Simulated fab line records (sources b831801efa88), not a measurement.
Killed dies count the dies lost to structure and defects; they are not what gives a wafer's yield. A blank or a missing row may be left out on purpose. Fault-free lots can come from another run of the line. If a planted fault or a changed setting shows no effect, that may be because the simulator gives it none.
The tool behind it: which one? + flow gf180mcu + 35 wafers from 12 lots sampled at 5 of the route's 602 steps

== WHAT EACH GAUGE READ, for each wafer ==
GF_CONTACT_CD_MEAS_14: target cd 220 nm.
| lot  | measured     | on        | cd nm (nm)        |
|------|--------------|-----------|-------------------|
| L762 | day 17 07:15 | cd sem-01 | 217.7 217.1 218.6 |
| L765 | day 17 16:58 | cd sem-01 | 220.1 221.7 221.2 |
| L766 | day 18 09:32 | cd sem-02 | 219.2 217.9 219.8 |
| L767 | day 18 17:20 | cd sem-02 | 219.7 218.9 219.8 |
| L768 | day 19 01:31 | cd sem-01 | 217.9 218.8 219.4 |
| L769 | day 19 05:04 | cd sem-02 | 218.9 220.2 220.8 |
| L770 | day 19 22:25 | cd sem-01 | 221.5 219.7 219.4 |
| L771 | day 20 09:57 | cd sem-02 | 220.0 220.6 220.4 |
| L772 | day 20 15:14 | cd sem-02 | 219.6 219.0 219.4 |
| L775 | day 21 19:30 | cd sem-02 | 221.2 221.5 220.9 |
| L776 | day 21 23:11 | cd sem-02 | 220.3 218.9       |
| L777 | day 22 11:01 | cd sem-02 | 219.6 220.0 218.9 |

GF_V1_THK_MEAS_03.
| lot  | measured     | on            | V1_CVD_02_THK (nm) |
|------|--------------|---------------|--------------------|
| L762 | day 18 09:55 | film metro-03 | 842 850 853        |
| L765 | day 18 19:39 | film metro-03 | 860 879 869        |
| L766 | day 19 12:29 | film metro-03 | 849 848 862        |
| L767 | day 19 20:41 | film metro-04 | 845 848 840        |
| L768 | day 20 04:19 | film metro-04 | 840 854 857        |
| L769 | day 20 07:49 | film metro-03 | 838 845 852        |
| L770 | day 21 01:35 | film metro-01 | 838 851 850        |
| L771 | day 21 12:27 | film metro-01 | 866 860 868        |
| L772 | day 21 19:50 | film metro-03 | 836 847 847        |
| L775 | day 22 21:27 | film metro-04 | 837 851 840        |
| L776 | day 23 01:04 | film metro-04 | 853 414            |
| L777 | day 23 13:07 | film metro-04 | 838 413 871        |

GF_V1_OVL_MEAS_15.
| lot  | measured     | on         | V1_OVL (nm) |
|------|--------------|------------|-------------|
| L762 | day 19 10:33 | overlay-01 | 16 9 10     |
| L765 | day 19 20:22 | overlay-01 | 5 1 8       |
| L766 | day 20 13:10 | overlay-01 | -3 -2 6     |
| L767 | day 20 22:02 | overlay-02 | 8 8 7       |
| L768 | day 21 04:46 | overlay-02 | 1 -4 0      |
| L769 | day 21 08:34 | overlay-02 | 4 6 0       |
| L770 | day 22 02:46 | overlay-02 | -1 4 2      |
| L771 | day 22 12:49 | overlay-02 | 14 10 7     |
| L772 | day 22 19:50 | overlay-02 | 0 7 3       |
| L775 | day 23 19:34 | overlay-01 | 9 8 9       |
| L776 | day 24 00:23 | overlay-02 | -6 -5       |
| L777 | day 24 11:43 | overlay-01 | 2 6 1       |

== WHAT TOOL EACH LOT RAN ON (gives the tool, then ch and the chambers of the sampled wafers, and finally the start) ==
| lot  | GF_V1_CVD_02                    | GF_V1_CMP_04                  |
|------|---------------------------------|-------------------------------|
| L762 | pecvd-04 ch 0,1, day 18 09:51   | cmp-01 ch 1,2, day 18 09:59   |
| L765 | pecvd-04 ch 1,2, day 18 19:34   | cmp-02 ch 0,3, day 18 19:42   |
| L766 | pecvd-02 ch 0,2, day 19 12:23   | cmp-01 ch 0,1,2, day 19 12:40 |
| L767 | pecvd-01 ch 0,2, day 19 20:35   | cmp-02 ch 0,2, day 19 20:43   |
| L768 | pecvd-04 ch 1,2, day 20 04:14   | cmp-02 ch 0,1,3, day 20 04:25 |
| L769 | pecvd-04 ch 0,1,2, day 20 07:45 | cmp-02 ch 0,1,2, day 20 07:58 |
| L770 | pecvd-04 ch 1,2, day 21 01:28   | cmp-02 ch 0,1,3, day 21 01:38 |
| L771 | pecvd-02 ch 0,1,2, day 21 12:23 | cmp-01 ch 1,2,3, day 21 12:37 |
| L772 | pecvd-01 ch 0,1,2, day 21 19:45 | cmp-01 ch 0,2,3, day 21 19:58 |
| L775 | pecvd-01 ch 0,1, day 22 21:23   | cmp-01 ch 0,1,3, day 22 21:40 |
| L776 | pecvd-02 ch 0,2, day 23 01:00   | cmp-01 ch 1,2, day 23 01:17   |
| L777 | pecvd-02 ch 0,1, day 23 13:02   | cmp-01 ch 0,1, day 23 13:10   |
- GF_V1_CVD_02: deposits SiO2 from TEOS, target thk 850 nm, time 94.851 s.
- GF_V1_CMP_04: polishes SiO2.

== WHAT THE TOOLS THEMSELVES READ (means of the sampled wafers that have a number; where no wafer has one, the mark that the record gives instead) ==
GF_V1_CVD_02.
| lot  | tool     | heater power w (W) | run length s (s) |
|------|----------|--------------------|------------------|
| L762 | pecvd-04 | 656                | 122.7            |
| L765 | pecvd-04 | 675                | 122.5            |
| L766 | pecvd-02 | 513                | 122.6            |
| L767 | pecvd-01 | 827                | 122.4            |
| L768 | pecvd-04 | 613                | 122.7            |
| L769 | pecvd-04 | 639                | 122.5            |
| L770 | pecvd-04 | 691                | 122.8            |
| L771 | pecvd-02 | 705                | 122.6            |
| L772 | pecvd-01 | 825                | 122.9            |
| L775 | pecvd-01 | 901                | 122.6            |
| L776 | pecvd-02 | 614                | 98.3             |
| L777 | pecvd-02 | 718                | 106.3            |

GF_V1_CMP_04.
| lot  | tool   | motor current A (A) | time to endpoint s (s) |
|------|--------|---------------------|------------------------|
| L762 | cmp-01 | 12.8                | 75                     |
| L765 | cmp-02 | 12.6                | 91                     |
| L766 | cmp-01 | 12.2                | 75                     |
| L767 | cmp-02 | 12.5                | 85                     |
| L768 | cmp-02 | 11.8                | 85                     |
| L769 | cmp-02 | 12.0                | 79                     |
| L770 | cmp-02 | 12.0                | 86                     |
| L771 | cmp-01 | 11.4                | 84                     |
| L772 | cmp-01 | 10.7                | 78                     |
| L775 | cmp-01 | 11.3                | 76                     |
| L776 | cmp-01 | 13.0                | 58                     |
| L777 | cmp-01 | 12.4                | 61                     |

== THE ANSWER, worked out from the rows above alone ==
Rule: usual is defined by the lots themselves. The widest of any qualifying gaps counts: lots, ordered by their means at a reading, are off when they make up no more than a third of the lots, leave a main group of 4 or more, and stand apart from it by 3 or more times the standard deviation of that group's means. If all means in a main group match to the digits the tables above print for the reading, that group is not used. A lot without any number at a reading at which 4 lots or more have one is off too. All remaining lots with rows at the step are treated as sound. Order of review: gauges by route order, followed by the tools' own readings, for which a lot's mean as printed above is used. The first step at which some lot is off is used, and at that step the reading that is off furthest; a lot without a number counts as furthest.
Off: at GF_V1_THK_MEAS_03 (V1_CVD_02_THK), L776, L777. Main group: mean 851 nm, sd 8.7.
If a tool, at a process step before that reading, ran all the lots that are off and no sound lot after the first of them, it fits. Not tried: the gauges at GF_V1_THK_MEAS_03; whatever is off there is also off at GF_V1_CVD_02, on other tools, and gauge error can't account for it. One fits: GF_V1_CVD_02 on pecvd-02. Its last sound lot is L771 (day 21 12:23), its first lot that is off L776 (day 23 01:00): a fault that began between those two fits.
The tool's own readings at GF_V1_CVD_02 bear it out: on the lots that are off they differ by more than 5 times the standard deviation of the sound lots' means. run length s reads 102.3 s there against 122.6 s on the sound lots.

== WHAT THE SIMULATOR HAD PUT IN ==
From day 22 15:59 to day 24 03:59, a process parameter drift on pecvd-02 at GF_V1_CVD_02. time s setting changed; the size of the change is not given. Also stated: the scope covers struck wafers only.
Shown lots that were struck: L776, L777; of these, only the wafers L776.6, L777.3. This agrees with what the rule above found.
